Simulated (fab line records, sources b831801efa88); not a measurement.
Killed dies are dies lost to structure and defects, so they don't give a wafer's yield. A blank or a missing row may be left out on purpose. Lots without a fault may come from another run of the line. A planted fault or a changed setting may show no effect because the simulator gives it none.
Which tool did it? | flow gf180mcu | 13 lots, 39 wafers sampled, at 5 steps of a route of 602

WHAT THE GAUGES READ, wafer by wafer
GF_V3_BOW_MEAS_05.
lot  | measured     | on            | V3_BOW (um)
L841 | day 21 09:32 | film_metro-03 | 123 121 122
L842 | day 21 18:42 | film_metro-04 | 123 122 119
L843 | day 21 22:28 | film_metro-03 | 112 118 112
L844 | day 22 05:06 | film_metro-02 | 136 122 125
L845 | day 22 19:59 | film_metro-04 | 124 129 127
L846 | day 23 04:46 | film_metro-02 | 124 126 125
L848 | day 23 17:15 | film_metro-03 | 115 118 116
L849 | day 24 07:32 | film_metro-02 | 120 104 113
L850 | day 24 23:40 | film_metro-03 | 106 108 107
L852 | day 25 10:58 | film_metro-02 | 111 114 116
L853 | day 25 12:22 | film_metro-02 | 107 97 106
L863 | day 28 18:41 | film_metro-04 | 131 114 117
L864 | day 29 02:36 | film_metro-04 | 120 116 122

GF_V3_OVL_MEAS_15.
lot  | measured     | on         | V3_OVL (nm)
L841 | day 22 09:19 | overlay-01 | -2 -7 1
L842 | day 22 18:04 | overlay-01 | -17 -10 -12
L843 | day 22 22:13 | overlay-01 | 3 -3 -9
L844 | day 23 05:07 | overlay-02 | -2 -10 -4
L845 | day 23 18:26 | overlay-02 | -5 -4 -5
L846 | day 24 03:14 | overlay-02 | -9 -10 -6
L848 | day 24 15:21 | overlay-01 | -12 -9 -4
L849 | day 25 03:40 | overlay-02 | -12 -8 -14
L850 | day 25 20:32 | overlay-02 | -7 -5 1
L852 | day 26 07:40 | overlay-01 | 0 -11 -7
L853 | day 26 08:57 | overlay-01 | -6 0 -3
L863 | day 29 13:40 | overlay-02 | -2 -16 -5
L864 | day 29 21:50 | overlay-01 | -9 -9 -10

GF_M4_OVL_MEAS_15.
lot  | measured     | on         | M4_OVL (nm)
L841 | day 23 10:25 | overlay-02 | 2 14 -1
L842 | day 23 17:37 | overlay-01 | 7 -7 1
L843 | day 23 22:49 | overlay-01 | 3 3 0
L844 | day 24 05:07 | overlay-02 | 1 6 2
L845 | day 24 18:23 | overlay-01 | 9 15 10
L846 | day 25 01:38 | overlay-01 | 6 0 0
L848 | day 25 12:35 | overlay-01 | 0 2 4
L849 | day 26 03:01 | overlay-02 | 9 0 -5
L850 | day 26 18:19 | overlay-02 | -3 -6 9
L852 | day 27 05:44 | overlay-01 | 34 27 34
L853 | day 27 06:52 | overlay-02 | 29 27 27
L863 | day 30 08:59 | overlay-01 | 9 12 7
L864 | day 30 17:43 | overlay-02 | -8 -1 4

WHICH TOOL RAN EACH LOT (tool, then ch and the chambers of the sampled wafers, then the start)
lot  | GF_V3_ETCH_17                                 | GF_M4_EXPOSE_11
L841 | rie_diel-04 ch 0,2,3, day 22 23:01 or earlier | krf_scanner-02 ch 0, day 22 23:01
L842 | rie_diel-04 ch 0,1,2, day 23 06:40 or earlier | krf_scanner-01 ch 0, day 23 06:40
L843 | rie_diel-04 ch 0,2,3, day 23 11:44 or earlier | krf_scanner-02 ch 0, day 23 11:44
L844 | rie_diel-03 ch 0,2,3, day 23 17:58 or earlier | krf_scanner-02 ch 0, day 23 17:58
L845 | rie_diel-04 ch 0,2, day 24 07:23 or earlier   | krf_scanner-01 ch 0, day 24 07:23
L846 | rie_diel-03 ch 1,2, day 24 15:49 or earlier   | krf_scanner-02 ch 0, day 24 15:49
L848 | rie_diel-02 ch 0,1, day 25 03:02 or earlier   | krf_scanner-01 ch 0, day 25 03:02
L849 | rie_diel-04 ch 0,1,2, day 25 14:58 or earlier | krf_scanner-02 ch 0, day 25 14:58
L850 | rie_diel-03 ch 0,3, day 26 08:12 or earlier   | krf_scanner-02 ch 0, day 26 08:12
L852 | rie_diel-02 ch 0,1,3, day 26 19:32 or earlier | krf_scanner-01 ch 0, day 26 19:32
L853 | rie_diel-03 ch 0,1,3, day 26 21:25 or earlier | krf_scanner-01 ch 0, day 26 21:25
L863 | rie_diel-03 ch 0,1,3, day 29 23:26 or earlier | krf_scanner-02 ch 0, day 29 23:26
L864 | rie_diel-02 ch 0,1,2, day 30 09:41 or earlier | krf_scanner-02 ch 0, day 30 09:41
- GF_V3_ETCH_17: etches SiO2 in C4F8/O2/Ar, stops on TiN, target depth 635 nm.
- GF_M4_EXPOSE_11: exposes mask Metal4, target cd 280 nm.

WHAT THE TOOLS THEMSELVES READ (means of the sampled wafers that have a number; where no wafer has one, the mark that the record gives instead)
GF_V3_ETCH_17.
lot  | tool        | oes_product_au (a.u.) | rf_fwd_power_W (W)
L841 | rie_diel-04 | 0.855                 | 1490
L842 | rie_diel-04 | 0.857                 | 1494
L843 | rie_diel-04 | 0.857                 | 1489
L844 | rie_diel-03 | 0.853                 | 1494
L845 | rie_diel-04 | 0.858                 | 1496
L846 | rie_diel-03 | 0.859                 | 1495
L848 | rie_diel-02 | 0.861                 | 1490
L849 | rie_diel-04 | 0.854                 | 1492
L850 | rie_diel-03 | 0.855                 | 1499
L852 | rie_diel-02 | 0.861                 | 1488
L853 | rie_diel-03 | 0.857                 | 1496
L863 | rie_diel-03 | 0.858                 | 1493
L864 | rie_diel-02 | 0.854                 | 1490

THE ANSWER, worked out from the rows above alone
Rule: what is usual is taken from the lots themselves. Put in order of their means at a reading, lots are off if they are a third of the lots or fewer, leave a main group of 4 or more, and stand apart from it by a gap of 3 or more times the standard deviation of the main group's means; of several such gaps the widest counts. A main group whose means are all the same, to the digits that the tables above print for the reading, isn't used. A lot without any number at a reading at which 4 lots or more have one is off too. The other lots that the step has rows for count as sound. The gauges are gone through in route order, then the tools' own readings, and for those a lot's mean is taken as printed above. The first step at which some lot is off is used, and at that step the reading that is off furthest; a lot without a number counts as furthest.
Off: L852, L853, at GF_M4_OVL_MEAS_15 (M4_OVL). The main group: mean 3 nm, standard deviation 3.8.
A tool fits if, at a process step before that reading, it ran every lot that is off, and no sound lot after the first of them. The gauges at GF_M4_OVL_MEAS_15 are tried like those tools. GF_V3_ETCH_17 gives no start for some lots, so the hours and the order of its lots are those of GF_M4_EXPOSE_11. One fits: krf_scanner-01 at GF_M4_EXPOSE_11. Its last sound lot is L848 (day 25 03:02), its first lot that is off L852 (day 26 19:32): a fault that began between those two fits.

WHAT THE SIMULATOR HAD PUT IN
Scanner matching overlay: krf_scanner-01, from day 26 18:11 on, at GF_M4_EXPOSE_11. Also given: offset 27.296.
Lots struck among those shown: L852, L853. The rule above found the same.
